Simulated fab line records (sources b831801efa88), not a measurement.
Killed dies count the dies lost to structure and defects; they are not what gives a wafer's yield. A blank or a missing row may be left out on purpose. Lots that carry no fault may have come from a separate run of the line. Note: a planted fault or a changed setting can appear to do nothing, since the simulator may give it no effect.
The tool behind it: which one? | flow sky130 | 36 wafers from 12 lots sampled at 3 of the route's 708 steps

== WHAT THE GAUGES READ, wafer by wafer ==
SKY_FIELD_ISO_THK_MEAS_02. Usual: FIELD_ISO_OXIDATION_00_THK gives 12.07 nm (standard deviation 0.23).
lot  | measured    | on            | FIELD_ISO_OXIDATION_00_THK (nm) | flag
L105 | day 1 12:08 | film_metro-01 | 12.40 12.41 12.06               |
L106 | day 1 18:07 | film_metro-01 | 12.12 11.97 12.05               |
L107 | day 1 23:43 | film_metro-01 | 11.90 11.62 11.81               |
L108 | day 2 03:52 | film_metro-03 | 12.15 12.20 12.33               |
L109 | day 2 08:05 | film_metro-02 | 12.28 12.12 12.33               |
L112 | day 2 23:35 | film_metro-03 | 11.94 12.14 12.13               |
L113 | day 3 03:38 | film_metro-03 | 11.92 11.73 11.74               |
L118 | day 4 04:38 | film_metro-01 | 12.17 12.11 12.13               |
L119 | day 4 09:39 | film_metro-03 | 12.25 11.85 12.05               |
L125 | day 5 15:49 | film_metro-03 | 12.03 12.07 12.03               |
L127 | day 6 04:04 | film_metro-01 | 11.89 12.05 12.05               |
L128 | day 6 08:17 | film_metro-03 | 12.15 11.98 11.86               |

SKY_VT_ADJUST_HVTP_TW_MEAS_11. Usual: VT_ADJUST_HVTP_TW gives 1360 (standard deviation 7.1).
lot  | measured     | on            | VT_ADJUST_HVTP_TW | flag
L105 | day 6 02:45  | film_metro-02 | 1351 1353 1355    |
L106 | day 6 09:04  | film_metro-04 | 1365 1364 1371    |
L107 | day 6 18:43  | film_metro-04 | 1363 1353 1355    |
L108 | day 7 00:13  | film_metro-04 | 1360 1356 1363    |
L109 | day 7 05:28  | film_metro-03 | 1364 1361 1354    |
L112 | day 7 23:07  | film_metro-03 | 1349 1359 1352    |
L113 | day 8 03:03  | film_metro-03 | 1358 1351 1353    |
L118 | day 9 13:50  | film_metro-02 | 1336 1345 1329    | OFF
L119 | day 9 16:16  | film_metro-03 | 1333 1328 1329    | OFF
L125 | day 11 08:08 | film_metro-04 | 1363 1362 1368    |
L127 | day 12 00:17 | film_metro-04 | 1369 1368 1361    |
L128 | day 12 05:35 | film_metro-04 | 1361 1368 1365    |

== WHAT TOOL EACH LOT RAN ON (gives the tool, then ch and the chambers of the sampled wafers, and finally the start) ==
lot  | SKY_VT_ADJUST_HVTP_IMPLANT_09
L105 | implanter-03 ch 0, day 6 02:30
L106 | implanter-02 ch 0, day 6 08:52
L107 | implanter-04 ch 0, day 6 18:30
L108 | implanter-04 ch 0, day 6 23:59
L109 | implanter-02 ch 0, day 7 05:13
L112 | implanter-02 ch 0, day 7 22:52
L113 | implanter-04 ch 0, day 8 02:49
L118 | implanter-02 ch 0, day 9 13:37
L119 | implanter-02 ch 0, day 9 16:03
L125 | implanter-03 ch 0, day 11 07:53
L127 | implanter-04 ch 0, day 12 00:02
L128 | implanter-02 ch 0, day 12 05:22
- SKY_VT_ADJUST_HVTP_IMPLANT_09

== AS READ BY THE TOOLS THEMSELVES (means over the sampled wafers that have a number; for cases with no such wafer, the mark the record gives instead) ==
SKY_VT_ADJUST_HVTP_IMPLANT_09. Usual: beam_energy_keV 150.00, standard deviation 0.047; faraday_current_uA 24.3, standard deviation 0.45.
lot  | tool         | beam_energy_keV | faraday_current_uA | flag
L105 | implanter-03 | 150.02          | 24.4               |
L106 | implanter-02 | 149.98          | 24.7               |
L107 | implanter-04 | 149.94          | 24.2               |
L108 | implanter-04 | 150.00          | 24.0               |
L109 | implanter-02 | 150.06          | 24.6               |
L112 | implanter-02 | 150.05          | 24.4               |
L113 | implanter-04 | 149.99          | 24.3               |
L118 | implanter-02 | 138.29          | 24.5               | OFF
L119 | implanter-02 | 138.28          | 24.0               | OFF
L125 | implanter-03 | 150.00          | 24.4               |
L127 | implanter-04 | 150.04          | 24.2               |
L128 | implanter-02 | 150.00          | 24.3               |

== THE ANSWER, worked out from the rows above alone ==
Rule: a lot counts as off when the mean over its wafers that have a number is more than 3 standard deviations away from the usual mean. A lot without any number at a reading at which 4 lots or more have one is off too. Where the step has rows for the other lots, those lots are counted as sound. The gauges are gone through in route order, then the tools' own readings, and for those a lot's mean is taken as printed above. The first step at which some lot is off is used, and at that step the reading that is off furthest; a lot without a number counts as furthest.
Off: L118, L119, at SKY_VT_ADJUST_HVTP_TW_MEAS_11 (VT_ADJUST_HVTP_TW).
A tool fits if, at a process step before that reading, it ran every lot that is off, and no sound lot after the first of them. The gauges at SKY_VT_ADJUST_HVTP_TW_MEAS_11 aren't tried: what is off there is off at SKY_VT_ADJUST_HVTP_IMPLANT_09 too, on other tools, and a gauge's error can't cause that. Of those tried, none fits.

== WHAT THE SIMULATOR HAD PUT IN ==
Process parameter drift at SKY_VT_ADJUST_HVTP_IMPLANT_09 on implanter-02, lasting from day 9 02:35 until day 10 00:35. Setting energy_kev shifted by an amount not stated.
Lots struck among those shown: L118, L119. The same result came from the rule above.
